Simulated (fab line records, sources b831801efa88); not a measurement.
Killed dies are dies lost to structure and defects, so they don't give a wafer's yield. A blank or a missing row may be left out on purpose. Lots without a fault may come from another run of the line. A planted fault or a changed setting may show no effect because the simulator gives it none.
Problem report in the 8D (eight disciplines) form, filled by code | flow sky130 | the parts of the form that need people (team, actions taken, sign-off) are left out

1. THE PROBLEM
sort_bin_3_pad_short at SKY_PAD_OPEN_PROBE_99 reads a mean of 2.9 % on 3 wafers of 2 lots; wafers without a fault read 0.9 % with a standard deviation of 0.42. That is +4.8 standard deviations from the usual mean.
First seen on wafer L645.1, day 48 16:58, on prober-02. The record holds 24 wafers of 8 lots with a number at this step. Rule for "out", or "out of limits": more than 4 standard deviations from the usual mean. The other wafers with a number count as sound.

2. WHAT IT IS AND WHAT IT IS NOT
question                    | is                     | is not
which readings at this step | sort_bin_3_pad_short   | killed_at_M4_up, killed_at_contacts, killed_at_front_end, killed_at_other, killed_open, killed_short, sort_bin_6_memory
which lots                  | L645, L646             | L633, L634, L637, L638, L640, L653
which wafers of those lots  | L645.1, L645.5, L646.5 | L645.2, L646.2, L646.3
read on which tools         | prober-02              | prober-01
when                        | from day 48 16:58      | up to then (15 sound wafers); but 6 sound wafers of L645, L646, L653 came after

3. SUSPECTS, AND WHAT RULES EACH OUT
Counting: a tool at a process step up to the reading stays a suspect if it ran every lot that is out. Sound lots after the first of them don't rule it out here, since some wafers of a struck lot are sound.
- plasma_asher-01 at SKY_VIA2_STRIP_16 (strips in O2/N2): kept. It ran every lot that is out, first L645 (day 40 00:57); its last sound lot up to then is L640 (day 38 17:14).
- plasma_asher-04 at SKY_METAL5_STRIP_16 (strips in O2/N2): kept. It ran every lot that is out, first L645 (day 46 23:30); its last sound lot up to then is L640 (day 45 20:30).
- prober-02 at SKY_PAD_OPEN_PROBE_99: kept. It ran every lot that is out, first L645 (day 48 16:58); its last sound lot up to then is L640 (day 47 16:36). Its own readings are out on those wafers: sort_bin_3_pad_short.
- Within plasma_asher-01 at SKY_VIA2_STRIP_16: the wafers that are out ran in chamber 1; their sound lot-mates ran in chamber 0.
Left after counting: plasma_asher-01 at SKY_VIA2_STRIP_16, plasma_asher-04 at SKY_METAL5_STRIP_16, prober-02 at SKY_PAD_OPEN_PROBE_99.

4. THE CAUSE (what the simulator had put in)
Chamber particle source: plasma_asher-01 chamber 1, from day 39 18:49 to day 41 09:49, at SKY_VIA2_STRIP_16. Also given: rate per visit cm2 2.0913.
Counting left 3 suspects, and this tool is among them.

5. THE CHAIN OF EFFECTS, in route order
Each row: a reading whose mean over the struck wafers that have a number lies more than 3 standard deviations from the usual. Only readings for which the record gives a usual standard deviation are gone through. hours: the time from each lot's start at the first step in this table that gives one to its start at this step, as a median over the lots. sigmas: the change in usual standard deviations.
hours | step                  | reading              | usual | on struck wafers | change | sigmas
0     | SKY_PAD_OPEN_PROBE_99 | killed_at_M0_to_M3   | 44    | 69               | +25    | +3.6
0     | SKY_PAD_OPEN_PROBE_99 | sort_bin_3_pad_short | 0.9 % | 2.9              | +2.0   | +4.8
The process steps in it:
- SKY_PAD_OPEN_PROBE_99

6. WHAT WOULD HAVE CAUGHT IT SOONER
In this record the first reading out of limits was taken at day 48 16:58, 214 hours after the fault began at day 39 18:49.
Of the tool readings at SKY_VIA2_STRIP_16 for which the record gives a usual standard deviation, none was out on any struck wafer, so an alarm limit of 4 standard deviations on them would not have fired.
All the lots that are out (2) had begun SKY_VIA2_STRIP_16 on plasma_asher-01 by day 48 16:58. A hold on the tool at that time would have spared none of them.
